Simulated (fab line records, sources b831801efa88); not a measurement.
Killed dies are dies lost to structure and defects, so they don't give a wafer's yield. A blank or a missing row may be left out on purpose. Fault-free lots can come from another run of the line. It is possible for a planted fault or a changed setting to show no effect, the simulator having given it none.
Check for tools in common	flow gf180mcu	Sample size 12 lots and 45 wafers

THE REASON FOR OPENING IT
3 of 12 lots carry a flag on the reading VT_IMPLANT_3_TW at GF_VT_IMPLANT_TW_MEAS_32. Fault-free wafers read 267.4, with a standard deviation of 2.5.
Rule: flag the lot when none of its wafers has a number, or when each of its wafers that has one lies beyond 4 standard deviations from that mean. The other lots count as sound.

lot	measured	on	VT_IMPLANT_3_TW, wafer by wafer	flag
L226	day 7 03:39	film metro-04	269.2 268.7 269.6	
L232	day 8 17:50	film metro-01	264.9 264.4 266.0	
L233	day 9 00:23	film metro-03	265.7 265.2 265.7	
L234	day 9 06:14	film metro-01	265.2 266.2 265.8	
L239	day 10 14:27	film metro-03	570.3 569.0 567.9 571.3 568.7 571.6	FLAGGED
L240	day 10 22:41	film metro-04	580.0 580.2 581.3 581.0 579.8 579.8	FLAGGED
L241	day 11 07:14	film metro-04	585.0 582.6 583.7 581.0 582.3 580.5	FLAGGED
L244	day 12 03:47	film metro-03	266.9 265.8 267.1	
L245	day 12 07:43	film metro-03	265.6 264.5 264.6	
L246	day 12 14:09	film metro-01	265.1 265.6 266.1	
L247	day 12 21:23	film metro-03	265.5 266.6 265.9	
L248	day 13 06:38	film metro-04	270.5 269.0 270.7	
Flagged lots average 577.6: +310.2 relative to the usual, that is +99 or more standard deviations.

LOT BY LOT: THE TOOL USED
The record keeps 1 process step preceding the reading, out of 602 steps on the route. Every cell lists first the tool, next ch and the chambers used by the sampled wafers, and last the start.
lot	flag	GF_VT_IMPLANT_COAT_02
L226		litho track-02 ch 0, day 5 14:32
L232		litho track-02 ch 0, day 7 01:47
L233		litho track-01 ch 0, day 7 07:53
L234		litho track-04 ch 0, day 7 12:37
L239	FLAGGED	litho track-02, day 8 18:20
L240	FLAGGED	litho track-02, day 9 01:05
L241	FLAGGED	litho track-02, day 9 09:14
L244		litho track-04 ch 0, day 10 04:29
L245		litho track-04 ch 0, day 10 08:56
L246		litho track-02 ch 0, day 10 13:35
L247		litho track-04 ch 0, day 10 21:31
L248		litho track-04 ch 0, day 11 05:02
These steps, and what they do:
- GF_VT_IMPLANT_COAT_02: resist thk 1000 nm.
- GF_VT_IMPLANT_TW_MEAS_32

FLAGGED OVER TOTAL, TOOL BY TOOL (the gauges that took the reading come last)
step	tool	lots run	flagged	share of the flagged lots	sound lots run after its first flagged lot
GF_VT_IMPLANT_COAT_02	litho track-01	1	0	none	-
GF_VT_IMPLANT_COAT_02	litho track-02	6	3	all	1 (L246)
GF_VT_IMPLANT_COAT_02	litho track-04	5	0	none	-
GF_VT_IMPLANT_TW_MEAS_32	film metro-01	3	0	none	-
GF_VT_IMPLANT_TW_MEAS_32	film metro-03	5	1	some	3 (L244,L245,L247)
GF_VT_IMPLANT_TW_MEAS_32	film metro-04	4	2	some	1 (L248)

THE TABLE: WHAT IT ALLOWS
Rows of the table that ran each flagged lot: 1, that is litho track-02 at GF_VT_IMPLANT_COAT_02.
- litho track-02 at GF_VT_IMPLANT_COAT_02: 3 of its 6 lots flagged. Sound lots followed the first flagged one (L246) on it, something a lasting fault affecting the whole tool could not allow. On the flagged lots its readings are blank where sound lots have values: chill plate temp C, dispense pressure kPa.
Every row of the table either missed a flagged lot or ran a sound lot after the first.

WHAT HAD BEEN PUT IN BY THE SIMULATOR
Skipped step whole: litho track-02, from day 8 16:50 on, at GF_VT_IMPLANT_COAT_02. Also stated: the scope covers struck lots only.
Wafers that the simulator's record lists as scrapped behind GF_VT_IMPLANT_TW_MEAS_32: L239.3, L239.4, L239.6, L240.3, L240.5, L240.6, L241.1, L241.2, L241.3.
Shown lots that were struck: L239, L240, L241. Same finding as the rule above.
